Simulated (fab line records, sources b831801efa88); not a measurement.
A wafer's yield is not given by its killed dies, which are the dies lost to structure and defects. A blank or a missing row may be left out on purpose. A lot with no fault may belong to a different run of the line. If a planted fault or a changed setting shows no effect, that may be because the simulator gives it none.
fab line records | flow sky130 | part 2 of 2: steps 25 to 33 of 33
record: lots: 5 wafers: 15 last_day: 49
route steps=708 shown FIELD_ISO@1 NWELL@32
lots that met no fault: from a run of the same line without faults
start_h: hours from the record's first day to the start of the lot's first wafer shown | wait_h: how many hours have passed since the lot's step before this one | " repeats the value in the row above | L1.1+2: several wafers, shown together as one row | - no value, or no start was given | * or withheld: withheld | < > ~ a bound
route shown NAME@n: names a module that has steps shown in the file, with the first one's number in the route | usual: mean and standard deviation over wafers with no fault | same: alike in all rows | chamber/n: place in a boat | sites: each site's reading | _std_site: the values' standard deviation | _edge_site: the outer-site mean with the inner-site mean subtracted | radius_mm: how far each site lies from the wafer's centre | mask NAME#n: copy n | behind: tool/chamber where the wafer was last shaped | hold: the reason the lot was held/the length of the hold in hours/how it ended | device: transistor that didn't switch, given as n, p or np | end of line: the tests these same wafers got at the end of their route | a step with no rows: only its recipe | killed: dies that structure and defects cost at the first sort, which is not the same as the wafer's yield | map: a wafer's dies, x killed, . not, _ none there
set.NAME: the setting that was run; set.NAME@STEP: the one run at that earlier step | model.NAME: the simulator's own value behind a step, which no gauge read
lots seen at some steps along the route; tables by step, rows by wafer
services: from which hour (start_h, from the record's first day; less than 0 if before it) a tool's chamber was out of use, for how many hours, and why
== steps ==
step: SKY_FIELD_ISO_CVD_24
recipe: material: SiO2 target_thk_nm: 595 temp_c: 650 sigma_open_frac: 0.3 time_s: 99.2 sih4_flow_sccm: 60 pressure_mtorr: 6
usual: pressure_mtorr: 6.001/0.012
columns lot.wafer tool chamber start_h wait_h pressure_mtorr
L076.3 hdpcvd-01 2 41.04 0.0 5.980
L076.4 " 2 " " 5.991
L076.5 " 0 " " 6.000
L078.1 hdpcvd-02 0 53.63 0.1 5.995
L078.2 " 2 " " 6.021
L078.4 " 2 " " 6.011
L082.1 hdpcvd-01 2 74.72 0.1 6.013
L082.4 " 2 " " 6.029
L082.5 " 1 " " 6.015
L083.2 hdpcvd-01 1 77.58 0.0 5.981
L083.4 " 0 " " 5.992
L083.6 " 1 " " 5.994
L090.2 hdpcvd-01 1 113.51 0.0 5.980
L090.3 " 0 " " 5.986
L090.4 " 1 " " 6.002
step: SKY_FIELD_ISO_THK_MEAS_25
recipe: reads: SiO2_of_FIELD_ISO_CVD_24
usual: FIELD_ISO_CVD_24_THK: 593/6.3
columns lot.wafer tool chamber start_h wait_h FIELD_ISO_CVD_24_THK[nm]
L076.3 film_metro-03 - 41.14 0.1 589
L076.4 " - " " 589
L076.5 " - " " 591
L078.1 film_metro-04 - 53.70 0.0 604
L078.2 " - " " 600
L078.4 " - " " 597
L082.1 film_metro-04 - 74.79 0.0 588
L082.4 " - " " 590
L082.5 " - " " 595
L083.2 film_metro-01 - 77.67 0.0 591
L083.4 " - " " 596
L083.6 " - " " 587
L090.2 film_metro-01 - 113.59 0.0 609
L090.3 " - " " 601
L090.4 " - " " 601
step: SKY_FIELD_ISO_ANNEAL_26
recipe: temp_c: 1000 time_s: 1800 ambient: N2
usual: zone_power_top_pct: 38.8/3
columns lot.wafer tool chamber start_h wait_h zone_power_top_pct
L076.3 furnace-02 0 42.50 1.4 41.9
L076.4 " 0 " " 41.7
L076.5 " 0 " " 41.7
L078.1 furnace-01 0 54.56 0.8 35.4
L078.2 " 0 " " 36.0
L078.4 " 0 " " 35.5
L082.1 furnace-02 0 74.85 0.1 42.0
L082.4 " 0 " " 42.2
L082.5 " 0 " " 41.7
L083.2 furnace-01 0 77.72 0.0 35.5
L083.4 " 0 " " 35.9
L083.6 " 0 " " 36.0
L090.2 furnace-01 0 113.64 0.0 35.5
L090.3 " 0 " " 36.5
L090.4 " 0 " " 35.9
step: SKY_FIELD_ISO_CMP_27
recipe: stop_on: Si3N4 t_overpolish_s: 16 down_force_psi: 4 platen_rpm: 60 target_thk_nm: 457.8 pad_velocity_m_s: 0.94248
usual: motor_current_A: 11.4/1.4 overpolish_run_s: 16.000/0.0094 slurry_filter_dp_kPa: 13.49/0.13 time_to_endpoint_s: 114/3.1
same: t_overpolish_s: 16
columns lot.wafer tool chamber start_h wait_h motor_current_A overpolish_run_s slurry_filter_dp_kPa time_to_endpoint_s
L076.4 cmp-02 3 44.00 0.0 12.4 15.990 13.64 111
L076.3 " 1 " " 10.6 15.993 13.52 111
L076.5 " 0 " " 12.2 16.002 13.37 117
L078.2 cmp-02 3 56.06 0.0 12.0 16.001 13.54 111
L078.1 " 0 " " 11.7 15.995 13.24 114
L078.4 " 2 " " 9.7 15.990 13.41 113
L082.4 cmp-01 1 76.35 0.0 9.7 16.006 13.34 109
L082.1 " 0 " " 12.0 15.993 13.60 105
L082.5 " 2 " " 14.3 16.022 13.47 111
L083.2 cmp-02 1 79.32 0.1 11.2 15.996 13.51 111
L083.4 " 2 " " 10.3 15.992 13.52 111
L083.6 " 0 " " 11.4 15.993 13.44 111
L090.3 cmp-01 2 115.14 0.0 14.8 15.998 13.46 117
L090.4 " 0 " " 12.7 16.006 13.33 115
L090.2 " 1 " " 9.9 16.007 13.62 118
step: SKY_FIELD_ISO_WET_ETCH_28
recipe: chemistry: dHF target_depth_nm: 23.7 target: SiO2 dilution: 10:1 temp_c: 25 time_s: 47
usual: temp_c: 25.01/0.12
columns lot.wafer tool chamber start_h wait_h temp_c
L076.3 wet_bench-04 0 44.30 0.1 24.91
L076.4 " 0 " " 24.93
L076.5 " 0 " " 24.91
L078.1 wet_bench-04 2 56.36 0.2 24.94
L078.2 " 2 " " 24.85
L078.4 " 2 " " 25.00
L082.1 wet_bench-03 1 76.65 0.1 25.06
L082.4 " 1 " " 25.03
L082.5 " 1 " " 25.01
L083.2 wet_bench-04 1 79.52 0.1 24.76
L083.4 " 1 " " 24.82
L083.6 " 1 " " 24.70
L090.2 wet_bench-03 0 115.44 0.1 25.04
L090.3 " 0 " " 24.99
L090.4 " 0 " " 25.06
step: SKY_FIELD_ISO_WET_ETCH_29
recipe: chemistry: H3PO4 target_depth_nm: 160 target: Si3N4 temp_c: 160 time_s: 1825
usual: bath_guard_temp_C: 160.26/0.28 temp_c: 160.00/0.15
columns lot.wafer tool chamber start_h wait_h bath_guard_temp_C temp_c
L076.3 wet_bench-04 1 44.32 0.0 160.42 160.32
L076.4 " 1 " " 160.37 159.78
L076.5 " 1 " " 160.57 159.85
L078.1 wet_bench-02 3 56.39 0.0 160.31 159.73
L078.2 " 3 " " 160.04 159.99
L078.4 " 3 " " 160.30 160.05
L082.1 wet_bench-04 0 76.67 0.0 160.40 160.33
L082.4 " 0 " " 160.14 160.05
L082.5 " 0 " " 160.53 160.07
L083.2 wet_bench-03 1 79.56 0.0 160.36 160.24
L083.4 " 1 " " 160.26 160.06
L083.6 " 1 " " 160.54 160.36
L090.2 wet_bench-04 3 115.46 0.0 160.14 159.94
L090.3 " 3 " " 159.96 159.89
L090.4 " 3 " " 160.25 160.18
step: SKY_FIELD_ISO_WET_ETCH_30
recipe: chemistry: dHF target_depth_nm: 25 target: SiO2 dilution: 10:1 temp_c: 25 time_s: 50
usual: temp_c: 25.02/0.1
columns lot.wafer tool chamber start_h wait_h temp_c
L076.3 wet_bench-02 1 44.83 0.0 25.12
L076.4 " 1 " " 24.94
L076.5 " 1 " " 25.14
L078.1 wet_bench-04 1 56.90 0.0 24.92
L078.2 " 1 " " 24.94
L078.4 " 1 " " 24.87
L082.1 wet_bench-03 2 77.70 0.0 24.94
L082.4 " 2 " " 24.99
L082.5 " 2 " " 25.03
L083.2 wet_bench-04 0 80.12 0.0 24.99
L083.4 " 0 " " 25.15
L083.6 " 0 " " 25.01
L090.2 wet_bench-03 3 115.98 0.0 25.09
L090.3 " 3 " " 25.00
L090.4 " 3 " " 25.05
step: SKY_NWELL_CLEAN_00
recipe: chemistry: SC1/SC2 mix: 1:4:20 temp_c: 70 time_s: 150 dry: n2_spin
usual: bath_guard_temp_C: 70.2/0.32 temp_c: 69.99/0.12
columns lot.wafer tool chamber start_h wait_h bath_guard_temp_C temp_c
L076.3 wet_bench-04 1 44.85 0.0 70.0 70.19
L076.4 " 1 " " 70.3 70.07
L076.5 " 1 " " 70.0 70.10
L078.1 wet_bench-02 3 56.92 0.0 69.7 69.82
L078.2 " 3 " " 70.3 69.83
L078.4 " 3 " " 70.2 69.86
L082.1 wet_bench-02 2 77.73 0.0 70.0 69.81
L082.4 " 2 " " 70.2 69.86
L082.5 " 2 " " 70.1 69.78
L083.2 wet_bench-03 1 80.17 0.0 70.2 70.23
L083.4 " 1 " " 69.9 70.18
L083.6 " 1 " " 70.6 70.21
L090.2 wet_bench-04 1 116.00 0.0 70.3 69.87
L090.3 " 1 " " 70.7 69.94
L090.4 " 1 " " 70.6 70.05
step: SKY_NWELL_OXIDATION_01
recipe: temp_c: 900 ambient: O2 stabilise_s: 600 purge_s: 300 target_thk_a: 100 ox_time_s: 1418
usual: ox_temp_c: 900.0/0.44 zone_power_top_pct: 32.0/2.5
same: ox_time_s: 1418
columns lot.wafer tool chamber start_h wait_h ox_temp_c zone_power_top_pct
L076.3 furnace-01 0 47.04 2.1 900.3 30.3
L076.4 " 0 " " 900.1 30.3
L076.5 " 0 " " 900.7 29.8
L078.1 furnace-01 0 57.59 0.6 900.0 29.9
L078.2 " 0 " " 899.8 29.7
L078.4 " 0 " " 899.5 29.7
L082.1 furnace-02 0 77.86 0.1 900.2 35.5
L082.4 " 0 " " 900.5 35.4
L082.5 " 0 " " 900.9 35.3
L083.2 furnace-02 0 80.98 0.8 900.1 34.3
L083.4 " 0 " " 900.4 35.0
L083.6 " 0 " " 899.1 34.3
L090.2 furnace-01 0 116.49 0.4 900.1 29.5
L090.3 " 0 " " 900.3 29.9
L090.4 " 0 " " 899.4 30.0
== services ==
columns tool chamber start_h hours kind
rie_diel-03 - -1.82 2.8 pm
krf_scanner-02 - 1.54 5.4 repair
rie_si-02 1 3.28 17.2 repair
rie_diel-01 2 8.97 13.2 repair
rie_diel-03 0 16.41 14.4 repair
krf_scanner-02 - 18.22 0.8 pm
krf_scanner-02 - 20.82 1.0 repair
furnace-01 - 36.29 2.7 pm
krf_scanner-01 - 48.44 1.1 repair
rie_diel-01 - 53.48 0.8 repair
cmp-01 - 53.95 5.8 pm
cmp-02 - 60.06 4.2 pm
furnace-01 - 63.86 2.6 pm
cmp-01 - 64.16 4.0 pm
rie_diel-04 0 65.63 3.1 repair
krf_scanner-01 - 66.20 1.3 pm
rie_diel-03 1 74.27 1.8 repair
krf_scanner-01 - 82.64 0.7 repair
rie_diel-01 - 91.98 0.2 repair
krf_scanner-01 - 101.88 1.0 pm
hdpcvd-01 - 105.50 1.0 repair
hdpcvd-01 2 107.14 5.8 repair
wet_bench-03 - 108.56 3.4 repair
rie_diel-01 - 111.39 0.7 repair
